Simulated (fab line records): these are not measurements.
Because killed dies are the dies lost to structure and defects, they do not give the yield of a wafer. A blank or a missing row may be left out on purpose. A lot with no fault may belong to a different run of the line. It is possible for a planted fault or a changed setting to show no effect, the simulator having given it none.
The tool behind it: which one? :: flow sky130 :: 24 lots, 72 wafers sampled, at 6 steps of a route of 708

== WHAT EACH GAUGE READ, for each wafer ==
SKY_POLY_CUT_CD_MEAS_08: target cd 270 nm.
lot: L074
measured: day 24 00:52
on: cd-sem-02
cd-nm (nm): 270.9 271.2 270.6

lot: L075
measured: day 24 12:28
on: cd-sem-01
cd-nm (nm): 270.4 271.1 270.5

lot: L076
measured: day 25 00:01
on: cd-sem-02
cd-nm (nm): 270.7 269.3 270.3

lot: L077
measured: day 25 07:37
on: cd-sem-01
cd-nm (nm): 270.0 270.1 270.0

lot: L078
measured: day 25 23:01
on: cd-sem-01
cd-nm (nm): 269.0 268.0 268.9

lot: L079
measured: day 26 03:37
on: cd-sem-02
cd-nm (nm): 269.1 267.7 268.3

lot: L080
measured: day 26 05:46
on: cd-sem-01
cd-nm (nm): 270.2 269.8 268.9

lot: L081
measured: day 26 15:34
on: cd-sem-01
cd-nm (nm): 273.8 270.9 271.1

lot: L082
measured: day 26 23:52
on: cd-sem-02
cd-nm (nm): 268.6 270.0 270.0

lot: L083
measured: day 27 08:37
on: cd-sem-02
cd-nm (nm): 270.7 270.4 271.7

lot: L084
measured: day 27 19:20
on: cd-sem-01
cd-nm (nm): 268.4 269.4 269.8

lot: L085
measured: day 28 05:19
on: cd-sem-02
cd-nm (nm): 268.5 269.8 270.1

lot: L086
measured: day 28 14:53
on: cd-sem-01
cd-nm (nm): 271.8 271.6 272.2

lot: L087
measured: day 28 22:13
on: cd-sem-01
cd-nm (nm): 270.2 268.3 268.9

lot: L088
measured: day 29 09:01
on: cd-sem-02
cd-nm (nm): 267.5 267.9 267.2

lot: L089
measured: day 29 17:38
on: cd-sem-01
cd-nm (nm): 270.9 270.7 271.4

lot: L090
measured: day 29 20:16
on: cd-sem-01
cd-nm (nm): 268.6 269.2 269.5

lot: L091
measured: day 30 05:08
on: cd-sem-02
cd-nm (nm): 268.3 269.2 269.5

lot: L092
measured: day 30 12:13
on: cd-sem-01
cd-nm (nm): 269.1 268.6 267.7

lot: L093
measured: day 30 15:52
on: cd-sem-02
cd-nm (nm): 268.9 269.9 269.8

lot: L094
measured: day 30 20:49
on: cd-sem-01
cd-nm (nm): 268.3 268.3 268.9

lot: L095
measured: day 31 06:59
on: cd-sem-01
cd-nm (nm): 269.8 269.8 269.6

lot: L096
measured: day 31 16:22
on: cd-sem-01
cd-nm (nm): 269.4 269.7 269.7

lot: L097
measured: day 32 02:29
on: cd-sem-02
cd-nm (nm): 269.2 271.7 269.3

SKY_METAL2_OVL_MEAS_16.
lot: L074
measured: day 34 21:17
on: overlay-01
METAL2_OVL (nm): -2 -3 5

lot: L075
measured: day 35 08:43
on: overlay-02
METAL2_OVL (nm): -5 -3 -4

lot: L076
measured: day 35 18:11
on: overlay-02
METAL2_OVL (nm): -2 -2 -5

lot: L077
measured: day 36 00:36
on: overlay-02
METAL2_OVL (nm): 2 3 2

lot: L078
measured: day 36 14:57
on: overlay-02
METAL2_OVL (nm): 0 1 -2

lot: L079
measured: day 36 20:11
on: overlay-02
METAL2_OVL (nm): -2 1 -10

lot: L080
measured: day 36 22:13
on: overlay-01
METAL2_OVL (nm): 0 -3 -3

lot: L081
measured: day 37 05:47
on: overlay-01
METAL2_OVL (nm): 3 11 5

lot: L082
measured: day 37 12:14
on: overlay-02
METAL2_OVL (nm): 6 9 0

lot: L083
measured: day 37 22:19
on: overlay-02
METAL2_OVL (nm): 0 -5 -7

lot: L084
measured: day 38 05:46
on: overlay-01
METAL2_OVL (nm): 3 7 3

lot: L085
measured: day 38 14:43
on: overlay-02
METAL2_OVL (nm): -2 -3 1

lot: L086
measured: day 39 02:10
on: overlay-02
METAL2_OVL (nm): 9 13 9

lot: L087
measured: day 39 10:59
on: overlay-02
METAL2_OVL (nm): 11 15 8

lot: L088
measured: day 39 14:35
on: overlay-01
METAL2_OVL (nm): -12 -4 -5

lot: L089
measured: day 40 00:23
on: overlay-01
METAL2_OVL (nm): 6 5 1

lot: L090
measured: day 40 02:36
on: overlay-01
METAL2_OVL (nm): -1 1 -5

lot: L091
measured: day 40 09:12
on: overlay-02
METAL2_OVL (nm): -5 -2 1

lot: L092
measured: day 40 16:11
on: overlay-01
METAL2_OVL (nm): -5 1 -5

lot: L093
measured: day 40 18:32
on: overlay-02
METAL2_OVL (nm): -7 -11 -12

lot: L094
measured: day 41 00:37
on: overlay-01
METAL2_OVL (nm): 12 8 6

lot: L095
measured: day 41 09:29
on: overlay-01
METAL2_OVL (nm): 6 1 4

lot: L096
measured: day 41 16:45
on: overlay-02
METAL2_OVL (nm): 1 8 5

lot: L097
measured: day 42 00:32
on: overlay-01
METAL2_OVL (nm): -3 -3 -7

SKY_CAPM_OVL_MEAS_12.
lot: L074
measured: day 37 05:10
on: overlay-01
CAPM_OVL (nm): -2.6 -2.3 -1.5

lot: L075
measured: day 37 18:02
on: overlay-01
CAPM_OVL (nm): -1.9 -2.0 -3.3

lot: L076
measured: day 38 01:44
on: overlay-02
CAPM_OVL (nm): 2.3 2.7 1.1

lot: L077
measured: day 38 07:22
on: overlay-01
CAPM_OVL (nm): -2.4 -0.9 -2.4

lot: L078
measured: day 38 21:58
on: overlay-02
CAPM_OVL (nm): 1.4 0.8 0.0

lot: L079
measured: day 39 02:20
on: overlay-02
CAPM_OVL (nm): -0.3 0.4 1.7

lot: L080
measured: day 39 04:29
on: overlay-02
CAPM_OVL (nm): 2.3 1.3 1.3

lot: L081
measured: day 39 12:04
on: overlay-01
CAPM_OVL (nm): -1.8 -1.9 -2.0

lot: L082
measured: day 39 18:52
on: overlay-01
CAPM_OVL (nm): -1.6 -1.0 -1.4

lot: L083
measured: day 40 09:04
on: overlay-01
CAPM_OVL (nm): -1.7 -1.6 -1.3

lot: L084
measured: day 40 11:28
on: overlay-01
CAPM_OVL (nm): -0.7 -1.0 -1.5

lot: L085
measured: day 40 18:43
on: overlay-01
CAPM_OVL (nm): 0.9 -0.1 -0.7

lot: L086
measured: day 41 05:50
on: overlay-02
CAPM_OVL (nm): 0.4 -2.5 2.0

lot: L087
measured: day 41 13:58
on: overlay-01
CAPM_OVL (nm): -2.4 -0.9 -2.4

lot: L088
measured: day 41 17:53
on: overlay-01
CAPM_OVL (nm): 0.2 -2.6 -2.6

lot: L089
measured: day 42 03:20
on: overlay-01
CAPM_OVL (nm): -1.3 -1.3 -1.2

lot: L090
measured: day 42 05:39
on: overlay-01
CAPM_OVL (nm): -1.1 -0.2 -1.0

lot: L091
measured: day 42 12:03
on: overlay-01
CAPM_OVL (nm): -1.3 -2.1 -1.6

lot: L092
measured: day 42 17:46
on: overlay-01
CAPM_OVL (nm): 1.9 0.1 -0.5

lot: L093
measured: day 42 22:04
on: overlay-02
CAPM_OVL (nm): -0.8 0.2 -0.2

lot: L094
measured: day 43 03:41
on: overlay-01
CAPM_OVL (nm): -1.8 -1.0 -1.4

lot: L095
measured: day 43 12:44
on: overlay-02
CAPM_OVL (nm): 2.6 2.7 3.0

lot: L096
measured: day 43 18:48
on: overlay-02
CAPM_OVL (nm): 1.4 0.5 0.8

lot: L097
measured: day 44 02:35
on: overlay-02
CAPM_OVL (nm): 0.9 1.1 1.5

== TOOL THAT RAN EACH LOT (tool first, then ch and the chambers of the sampled wafers, then the start) ==
lot: L074
SKY_LI_CONTACT_SPUTTER_20: pvd-sputter-03, day 28 23:15
SKY_METAL1_SPUTTER_04: pvd-sputter-01, day 31 10:17
SKY_METAL3_SPUTTER_03: pvd-sputter-02, day 36 02:47

lot: L075
SKY_LI_CONTACT_SPUTTER_20: pvd-sputter-04, day 29 10:40
SKY_METAL1_SPUTTER_04: pvd-sputter-02, day 31 22:13
SKY_METAL3_SPUTTER_03: pvd-sputter-01, day 36 15:58

lot: L076
SKY_LI_CONTACT_SPUTTER_20: pvd-sputter-04, day 29 21:23
SKY_METAL1_SPUTTER_04: pvd-sputter-04, day 32 08:51
SKY_METAL3_SPUTTER_03: pvd-sputter-01, day 37 00:05

lot: L077
SKY_LI_CONTACT_SPUTTER_20: pvd-sputter-01, day 30 03:55
SKY_METAL1_SPUTTER_04: pvd-sputter-04, day 32 13:56
SKY_METAL3_SPUTTER_03: pvd-sputter-04, day 37 06:22

lot: L078
SKY_LI_CONTACT_SPUTTER_20: pvd-sputter-04, day 30 18:19
SKY_METAL1_SPUTTER_04: pvd-sputter-04, day 33 04:37
SKY_METAL3_SPUTTER_03: pvd-sputter-02, day 37 20:25

lot: L079
SKY_LI_CONTACT_SPUTTER_20: pvd-sputter-03, day 30 23:23
SKY_METAL1_SPUTTER_04: pvd-sputter-02, day 33 08:49
SKY_METAL3_SPUTTER_03: pvd-sputter-04, day 38 01:06

lot: L080
SKY_LI_CONTACT_SPUTTER_20: pvd-sputter-03, day 31 01:28
SKY_METAL1_SPUTTER_04: pvd-sputter-01, day 33 12:07
SKY_METAL3_SPUTTER_03: pvd-sputter-04, day 38 03:08

lot: L081
SKY_LI_CONTACT_SPUTTER_20: pvd-sputter-03, day 31 10:52
SKY_METAL1_SPUTTER_04: pvd-sputter-04, day 33 19:07
SKY_METAL3_SPUTTER_03: pvd-sputter-02, day 38 10:35

lot: L082
SKY_LI_CONTACT_SPUTTER_20: pvd-sputter-04, day 31 18:44
SKY_METAL1_SPUTTER_04: pvd-sputter-02, day 34 03:42
SKY_METAL3_SPUTTER_03: pvd-sputter-02, day 38 17:31

lot: L083
SKY_LI_CONTACT_SPUTTER_20: pvd-sputter-01, day 32 03:47
SKY_METAL1_SPUTTER_04: pvd-sputter-01, day 34 11:29
SKY_METAL3_SPUTTER_03: pvd-sputter-04, day 39 08:16

lot: L084
SKY_LI_CONTACT_SPUTTER_20: pvd-sputter-01, day 32 11:10
SKY_METAL1_SPUTTER_04: pvd-sputter-02, day 34 19:18
SKY_METAL3_SPUTTER_03: pvd-sputter-04, day 39 10:21

lot: L085
SKY_LI_CONTACT_SPUTTER_20: pvd-sputter-03, day 32 21:23
SKY_METAL1_SPUTTER_04: pvd-sputter-04, day 35 05:46
SKY_METAL3_SPUTTER_03: pvd-sputter-02, day 39 18:18

lot: L086
SKY_LI_CONTACT_SPUTTER_20: pvd-sputter-03, day 33 07:05
SKY_METAL1_SPUTTER_04: pvd-sputter-01, day 35 16:06
SKY_METAL3_SPUTTER_03: pvd-sputter-01, day 40 06:23

lot: L087
SKY_LI_CONTACT_SPUTTER_20: pvd-sputter-04, day 33 18:07
SKY_METAL1_SPUTTER_04: pvd-sputter-01, day 36 02:27
SKY_METAL3_SPUTTER_03: pvd-sputter-01, day 40 14:33

lot: L088
SKY_LI_CONTACT_SPUTTER_20: pvd-sputter-01, day 33 23:16
SKY_METAL1_SPUTTER_04: pvd-sputter-01, day 36 07:20
SKY_METAL3_SPUTTER_03: pvd-sputter-01, day 40 18:53

lot: L089
SKY_LI_CONTACT_SPUTTER_20: pvd-sputter-01, day 34 06:59
SKY_METAL1_SPUTTER_04: pvd-sputter-02, day 36 17:02
SKY_METAL3_SPUTTER_03: pvd-sputter-04, day 41 03:46

lot: L090
SKY_LI_CONTACT_SPUTTER_20: pvd-sputter-04, day 34 07:59
SKY_METAL1_SPUTTER_04: pvd-sputter-01, day 36 17:43
SKY_METAL3_SPUTTER_03: pvd-sputter-02, day 41 05:56

lot: L091
SKY_LI_CONTACT_SPUTTER_20: pvd-sputter-01, day 34 16:24
SKY_METAL1_SPUTTER_04: pvd-sputter-01, day 37 02:11
SKY_METAL3_SPUTTER_03: pvd-sputter-04, day 41 12:36

lot: L092
SKY_LI_CONTACT_SPUTTER_20: pvd-sputter-03, day 35 01:56
SKY_METAL1_SPUTTER_04: pvd-sputter-02, day 37 10:24
SKY_METAL3_SPUTTER_03: pvd-sputter-01, day 41 17:50

lot: L093
SKY_LI_CONTACT_SPUTTER_20: pvd-sputter-04, day 35 04:33
SKY_METAL1_SPUTTER_04: pvd-sputter-04, day 37 13:34
SKY_METAL3_SPUTTER_03: pvd-sputter-01, day 41 22:12

lot: L094
SKY_LI_CONTACT_SPUTTER_20: pvd-sputter-04, day 35 10:46
SKY_METAL1_SPUTTER_04: pvd-sputter-02, day 37 19:32
SKY_METAL3_SPUTTER_03: pvd-sputter-01, day 42 04:03

lot: L095
SKY_LI_CONTACT_SPUTTER_20: pvd-sputter-03, day 35 19:04
SKY_METAL1_SPUTTER_04: pvd-sputter-02, day 38 03:45
SKY_METAL3_SPUTTER_03: pvd-sputter-04, day 42 12:39

lot: L096
SKY_LI_CONTACT_SPUTTER_20: pvd-sputter-04, day 36 05:04
SKY_METAL1_SPUTTER_04: pvd-sputter-04, day 38 12:25
SKY_METAL3_SPUTTER_03: pvd-sputter-01, day 42 19:27

lot: L097
SKY_LI_CONTACT_SPUTTER_20: pvd-sputter-04, day 36 14:07
SKY_METAL1_SPUTTER_04: pvd-sputter-04, day 38 20:33
SKY_METAL3_SPUTTER_03: pvd-sputter-02, day 43 03:18
- SKY_LI_CONTACT_SPUTTER_20: material TiN, target thk 20 nm, time 80 s.
- SKY_METAL1_SPUTTER_04: material TiN, target thk 70 nm, time 58.3 s.
- SKY_METAL3_SPUTTER_03: material Ti, target thk 5 nm, time 3.3 s.

== AS READ BY THE TOOLS THEMSELVES (means over the sampled wafers that have a number; for cases with no such wafer, the mark the record gives instead) ==
SKY_LI_CONTACT_SPUTTER_20.
lot: L074
tool: pvd-sputter-03
throttle-valve-pct (%): 29.2

lot: L075
tool: pvd-sputter-04
throttle-valve-pct (%): 31.7

lot: L076
tool: pvd-sputter-04
throttle-valve-pct (%): 30.8

lot: L077
tool: pvd-sputter-01
throttle-valve-pct (%): 30.6

lot: L078
tool: pvd-sputter-04
throttle-valve-pct (%): 30.9

lot: L079
tool: pvd-sputter-03
throttle-valve-pct (%): 28.9

lot: L080
tool: pvd-sputter-03
throttle-valve-pct (%): 29.9

lot: L081
tool: pvd-sputter-03
throttle-valve-pct (%): 29.0

lot: L082
tool: pvd-sputter-04
throttle-valve-pct (%): 31.0

lot: L083
tool: pvd-sputter-01
throttle-valve-pct (%): 30.1

lot: L084
tool: pvd-sputter-01
throttle-valve-pct (%): 30.6

lot: L085
tool: pvd-sputter-03
throttle-valve-pct (%): 29.0

lot: L086
tool: pvd-sputter-03
throttle-valve-pct (%): 28.9

lot: L087
tool: pvd-sputter-04
throttle-valve-pct (%): 31.0

lot: L088
tool: pvd-sputter-01
throttle-valve-pct (%): 30.8

lot: L089
tool: pvd-sputter-01
throttle-valve-pct (%): 29.9

lot: L090
tool: pvd-sputter-04
throttle-valve-pct (%): 30.0

lot: L091
tool: pvd-sputter-01
throttle-valve-pct (%): 31.2

lot: L092
tool: pvd-sputter-03
throttle-valve-pct (%): 29.5

lot: L093
tool: pvd-sputter-04
throttle-valve-pct (%): 31.3

lot: L094
tool: pvd-sputter-04
throttle-valve-pct (%): 30.8

lot: L095
tool: pvd-sputter-03
throttle-valve-pct (%): 29.2

lot: L096
tool: pvd-sputter-04
throttle-valve-pct (%): 30.3

lot: L097
tool: pvd-sputter-04
throttle-valve-pct (%): 30.9

SKY_METAL1_SPUTTER_04.
lot: L074
tool: pvd-sputter-01
throttle-valve-pct (%): 31.2

lot: L075
tool: pvd-sputter-02
throttle-valve-pct (%): 31.0

lot: L076
tool: pvd-sputter-04
throttle-valve-pct (%): 31.0

lot: L077
tool: pvd-sputter-04
throttle-valve-pct (%): 30.7

lot: L078
tool: pvd-sputter-04
throttle-valve-pct (%): 30.1

lot: L079
tool: pvd-sputter-02
throttle-valve-pct (%): 29.4

lot: L080
tool: pvd-sputter-01
throttle-valve-pct (%): 29.9

lot: L081
tool: pvd-sputter-04
throttle-valve-pct (%): 30.3

lot: L082
tool: pvd-sputter-02
throttle-valve-pct (%): 30.3

lot: L083
tool: pvd-sputter-01
throttle-valve-pct (%): 29.9

lot: L084
tool: pvd-sputter-02
throttle-valve-pct (%): 30.2

lot: L085
tool: pvd-sputter-04
throttle-valve-pct (%): 31.0

lot: L086
tool: pvd-sputter-01
throttle-valve-pct (%): 30.1

lot: L087
tool: pvd-sputter-01
throttle-valve-pct (%): 30.5

lot: L088
tool: pvd-sputter-01
throttle-valve-pct (%): 30.5

lot: L089
tool: pvd-sputter-02
throttle-valve-pct (%): 31.2

lot: L090
tool: pvd-sputter-01
throttle-valve-pct (%): 30.6

lot: L091
tool: pvd-sputter-01
throttle-valve-pct (%): 30.6

lot: L092
tool: pvd-sputter-02
throttle-valve-pct (%): 30.5

lot: L093
tool: pvd-sputter-04
throttle-valve-pct (%): 30.9

lot: L094
tool: pvd-sputter-02
throttle-valve-pct (%): 30.1

lot: L095
tool: pvd-sputter-02
throttle-valve-pct (%): 30.3

lot: L096
tool: pvd-sputter-04
throttle-valve-pct (%): 30.3

lot: L097
tool: pvd-sputter-04
throttle-valve-pct (%): 30.8

SKY_METAL3_SPUTTER_03.
lot: L074
tool: pvd-sputter-02
throttle-valve-pct (%): 29.5

lot: L075
tool: pvd-sputter-01
throttle-valve-pct (%): 30.5

lot: L076
tool: pvd-sputter-01
throttle-valve-pct (%): 30.6

lot: L077
tool: pvd-sputter-04
throttle-valve-pct (%): 30.1

lot: L078
tool: pvd-sputter-02
throttle-valve-pct (%): 30.3

lot: L079
tool: pvd-sputter-04
throttle-valve-pct (%): 30.9

lot: L080
tool: pvd-sputter-04
throttle-valve-pct (%): 30.6

lot: L081
tool: pvd-sputter-02
throttle-valve-pct (%): 29.5

lot: L082
tool: pvd-sputter-02
throttle-valve-pct (%): 29.4

lot: L083
tool: pvd-sputter-04
throttle-valve-pct (%): 30.6

lot: L084
tool: pvd-sputter-04
throttle-valve-pct (%): 30.6

lot: L085
tool: pvd-sputter-02
throttle-valve-pct (%): 30.4

lot: L086
tool: pvd-sputter-01
throttle-valve-pct (%): 30.0

lot: L087
tool: pvd-sputter-01
throttle-valve-pct (%): 30.1

lot: L088
tool: pvd-sputter-01
throttle-valve-pct (%): 30.1

lot: L089
tool: pvd-sputter-04
throttle-valve-pct (%): 30.7

lot: L090
tool: pvd-sputter-02
throttle-valve-pct (%): 30.2

lot: L091
tool: pvd-sputter-04
throttle-valve-pct (%): 31.0

lot: L092
tool: pvd-sputter-01
throttle-valve-pct (%): 30.7

lot: L093
tool: pvd-sputter-01
throttle-valve-pct (%): 31.1

lot: L094
tool: pvd-sputter-01
throttle-valve-pct (%): 30.7

lot: L095
tool: pvd-sputter-04
throttle-valve-pct (%): 31.0

lot: L096
tool: pvd-sputter-01
throttle-valve-pct (%): 31.2

lot: L097
tool: pvd-sputter-02
throttle-valve-pct (%): 29.5

== THE ANSWER, worked out from the rows above alone ==
Rule: the usual values come from the lots themselves. The widest of any qualifying gaps counts: lots, ordered by their means at a reading, are off when they make up no more than a third of the lots, leave a main group of 4 or more, and stand apart from it by 3 or more times the standard deviation of that group's means. A main group is skipped when, at the precision printed for the reading in the tables above, its means are all equal. A lot without any number at a reading at which 4 lots or more have one is off too. The other lots that the step has rows for count as sound. Order of review: gauges by route order, followed by the tools' own readings, for which a lot's mean as printed above is used. At the first step where some lot is off, the reading lying furthest off is the one used; lots without a number count as furthest.
Across all readings shown, no lot is off: no conclusion can be drawn from this.

== WHAT HAD BEEN PUT IN BY THE SIMULATOR ==
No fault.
